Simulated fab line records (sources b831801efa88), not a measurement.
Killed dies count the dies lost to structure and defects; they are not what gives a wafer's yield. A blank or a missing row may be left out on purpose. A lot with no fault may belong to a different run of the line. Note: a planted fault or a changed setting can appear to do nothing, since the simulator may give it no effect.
A lot that was struck, set against a sound lot -- flow gf180mcu -- 43 steps out of a route of 602
Sound: these wafers, L215.1, L215.2, L215.6. Struck: wafers L230.1, L230.3, L230.5. The cause is named last.
At each step with rows: each side's tool, then ch and its chambers, then its first start. Under that, the readings that differ: sound wafers -- struck wafers -- difference of the means -- sigmas: that difference in standard deviations of wafers without a fault.
alike: same words and numbers on both sides, and readings whose means sit less than 2 such deviations apart. not compared: any withheld reading, any reading some wafer has no value for, any bound like >300 that may hide the same value, and any number with overlapping values for which the record gives no deviation.
The two part at a step that has a row with sigmas, a row that says differs or no value, or rows on one side only. Non-overlapping numbers with no deviation appear without sigmas and do not part them. A reading that every wafer of one side lacks parts them only if that side has two wafers or more.

GF_V2_BOW_MEAS_05:
  sound: film-metro-04 at day 19 12:45; struck: film-metro-04 at day 24 19:03
  alike: V2_BOW
then, 8 steps without rows for these wafers: GF_V2_DEHYDRATE_06 (time 60 s); GF_V2_HMDS_07 (prime time 60 s); GF_V2_COAT_08; GF_V2_COAT_09 (resist thk 1000 nm); GF_V2_SOFTBAKE_10 (time 60 s); GF_V2_EXPOSE_11 (exposes mask Via2, target cd 260 nm); GF_V2_PEB_12 (peb time 90 s); GF_V2_DEVELOP_13 (develop time 60 s).
GF_V2_CD_MEAS_14 targets a cd of 260 nm.
  sound: cd-sem-01 at day 20 13:23; struck: cd-sem-02 at day 25 16:32
  alike: cd-nm
GF_V2_OVL_MEAS_15:
  sound: overlay-01 at day 20 13:30; struck: overlay-02 at day 25 16:39
  alike: V2_OVL
GF_V2_ETCH_16: etches BARC in N2/H2.
  sound on rie-diel-02 ch 1,2, day 20 13:32; struck on rie-diel-02 ch 0,1,3, day 25 16:41
  alike: drypump-motor-current-A, oes-product-au, throttle-valve-pct
GF_V2_ETCH_17: etches SiO2 in C4F8/O2/Ar, stops on TiN, target depth 630 nm.
  sound on rie-diel-02 ch 1,2, day 20 13:00; struck on rie-diel-02 ch 0,1,3, day 25 16:00
  alike: oes-product-au
GF_V2_STRIP_18: strips in O2/N2.
  sound on plasma-asher-03 ch 0,1, day 20 13:40; struck on plasma-asher-03 ch 0,1, day 25 16:49
  alike: drypump-motor-current-A, heater-power-w, oes-product-au, platen-temp-c
  not compared: rf-hours-counter-h
then, 5 steps without rows for these wafers: GF_V2_STRIP_19 (strips in post etch residue remover, time 1200 s); GF_V2_CLEAN_20 (cleans in DIW); GF_V2_SPUTTER_21 (material Ti, target thk 15 nm, time 80.02 s); GF_V2_SPUTTER_22 (material TiN, target thk 10 nm, time 40 s); GF_V2_CVD_23 (deposits W, target thk 350 nm, time 104.94 s).
GF_V2_RS_MEAS_24: a four-point-probe measurement.
  sound: film-metro-02 at day 20 14:25; struck: film-metro-03 at day 25 17:38
reading,sound,struck,difference,sigmas
V2_W_RS (ohm/sq),0.328 0.326 0.328,0.339 0.332 0.331,+0.007,+2
GF_V2_THK_MEAS_25: measures by xrf.
  sound: film-metro-02 at day 20 14:32; struck: film-metro-03 at day 25 17:46
  alike: V2_W_THK
GF_V2_CMP_26: polishes, stops on SiO2, t overpolish 15 s, target thk 0 nm.
  sound on cmp-02 ch 0,1,3, day 20 14:41; struck on cmp-02 ch 0,1,2, day 25 17:49
reading,sound,struck,difference,sigmas
time-to-endpoint-s (s),86 90 83,75 79 82,-8,-2
  alike: motor-current-A, overpolish-run-s, retaining-ring-pressure-frac, slurry-filter-dp-kPa, slurry-flow-ml-min
then, 3 steps without rows for these wafers: GF_M3_SPUTTER_00 (material Ti, target thk 37.5 nm, time 150 s); GF_M3_SPUTTER_01 (material TiN, target thk 30 nm, time 25 s); GF_M3_SPUTTER_02 (material AlCu, target thk 450 nm, time 23.9 s).
GF_M3_SPUTTER_03: material Ti, target thk 10 nm, time 6.7 s.
  sound: pvd-sputter-04 at day 20 15:03; struck: pvd-sputter-04 at day 25 18:17
  alike: substrate-temp-c, throttle-valve-pct
GF_M3_SPUTTER_04: material TiN, target thk 50 nm, time 41.7 s.
  sound: pvd-sputter-04 at day 20 15:05; struck: pvd-sputter-04 at day 25 18:18
  alike: throttle-valve-pct
GF_M3_RS_MEAS_05: a four-point-probe measurement.
  sound: film-metro-03 at day 20 15:07; struck: film-metro-03 at day 25 18:20
reading,sound,struck,difference,sigmas
M3_ALCU_RS (ohm/sq),0.0707 0.0709 0.0711,0.0685 0.0693 0.0689,-0.0020,-3
GF_M3_THK_MEAS_06: measures by xrf.
  sound: film-metro-03 at day 20 15:14; struck: film-metro-03 at day 25 18:28
reading,sound,struck,difference,sigmas
M3_ALCU_THK (nm),442 439 439,459 453 457,+16,+4
then, 7 steps without rows for these wafers: GF_M3_DEHYDRATE_07 (time 60 s); GF_M3_HMDS_08 (prime time 60 s); GF_M3_COAT_09 (resist thk 1000 nm); GF_M3_SOFTBAKE_10 (time 60 s); GF_M3_EXPOSE_11 (exposes mask Metal3, target cd 280 nm); GF_M3_PEB_12 (peb time 90 s); GF_M3_DEVELOP_13 (develop time 60 s).
GF_M3_CD_MEAS_14 targets a cd of 280 nm.
  sound: cd-sem-01 at day 21 15:08; struck: cd-sem-02 at day 26 14:58
  alike: cd-nm
GF_M3_OVL_MEAS_15:
  sound: overlay-02 at day 21 15:15; struck: overlay-01 at day 26 15:05
  alike: M3_OVL
then, 4 steps without rows for these wafers: GF_M3_METAL_ETCH_16 (etches the open film in Cl2/BCl3, stops on SiO2, target depth 750.8 nm, time 125.1 s); GF_M3_STRIP_17 (strips in O2/N2); GF_M3_STRIP_18 (strips in post etch residue remover, time 1200 s); GF_M3_CLEAN_19 (cleans in DIW).
-- the record jumps here: 7 days lie between the struck wafers' starts before and after (it left off in module M3 and takes up again in module PASSIVATION, whose first step shown is number 602 of the route) --
GF_PASSIVATION_PROBE_99:
  record: rows for the struck wafers here (prober-02, day 33 05:22), none for the sound ones

WHERE THEY PART
First at GF_V2_RS_MEAS_24; last, within this record, at GF_PASSIVATION_PROBE_99.

WHY: whatever the simulator had introduced
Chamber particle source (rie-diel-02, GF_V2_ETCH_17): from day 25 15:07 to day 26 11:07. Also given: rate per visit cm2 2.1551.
